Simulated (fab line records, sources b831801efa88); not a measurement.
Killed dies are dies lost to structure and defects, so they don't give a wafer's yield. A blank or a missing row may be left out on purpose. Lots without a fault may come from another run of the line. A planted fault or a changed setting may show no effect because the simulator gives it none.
Problem report in the 8D (eight disciplines) form, filled by code | flow gf180mcu | the parts of the form that need people (team, actions taken, sign-off) are left out

1. THE PROBLEM
tilt_deg at GF_MVSD_IMPLANT_09 reads a mean of 4.506 degrees on 6 wafers of 2 lots; wafers without a fault read 0.001 degrees with a standard deviation of 0.02. That is +99 or more standard deviations from the usual mean.
First seen on wafer L356.2, day 9 14:50, on implanter-01. The record holds 18 wafers of 6 lots with a number at this step. Rule for "out", or "out of limits": more than 4 standard deviations from the usual mean. The other wafers with a number count as sound.

2. WHAT IT IS AND WHAT IT IS NOT
question                    | is                     | is not
which readings at this step | tilt_deg               | end_station_pressure_torr
which lots                  | L356, L357             | L339, L341, L347, L358
which wafers of those lots  | all that have a number | -
read on which tools         | implanter-01           | implanter-03
when                        | from day 9 14:50       | up to then (9 sound wafers); but 3 sound wafers of L358 came after

3. SUSPECTS, AND WHAT RULES EACH OUT
Counting: a tool at a process step up to the reading stays a suspect if it ran every lot that is out and no sound lot after the first of them.
- implanter-01 at GF_MVSD_IMPLANT_09: kept. It ran every lot that is out, first L356 (day 9 14:50), and no sound lot after that; its last sound lot up to then is L341 (day 5 21:07). Its own readings are out on those wafers: tilt_deg.
Left after counting: implanter-01 at GF_MVSD_IMPLANT_09.

4. THE CAUSE (what the simulator had put in)
Process parameter drift: implanter-01, from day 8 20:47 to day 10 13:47, at GF_MVSD_IMPLANT_09. Setting tilt_deg, moved by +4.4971, from 0. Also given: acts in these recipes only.
Counting left only this tool.

5. THE CHAIN OF EFFECTS, in route order
Each row: a reading whose mean over the struck wafers that have a number lies more than 3 standard deviations from the usual. Only readings for which the record gives a usual standard deviation are gone through. hours: the time from each lot's start at the first step in this table that gives one to its start at this step, as a median over the lots. sigmas: the change in usual standard deviations.
hours | step               | reading  | usual         | on struck wafers | change | sigmas
0     | GF_MVSD_IMPLANT_09 | tilt_deg | 0.001 degrees | 4.506            | +4.505 | +99 or more
The process steps in it:
- GF_MVSD_IMPLANT_09

6. WHAT WOULD HAVE CAUGHT IT SOONER
In this record the first reading out of limits was taken at day 9 14:50, 18 hours after the fault began at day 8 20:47.
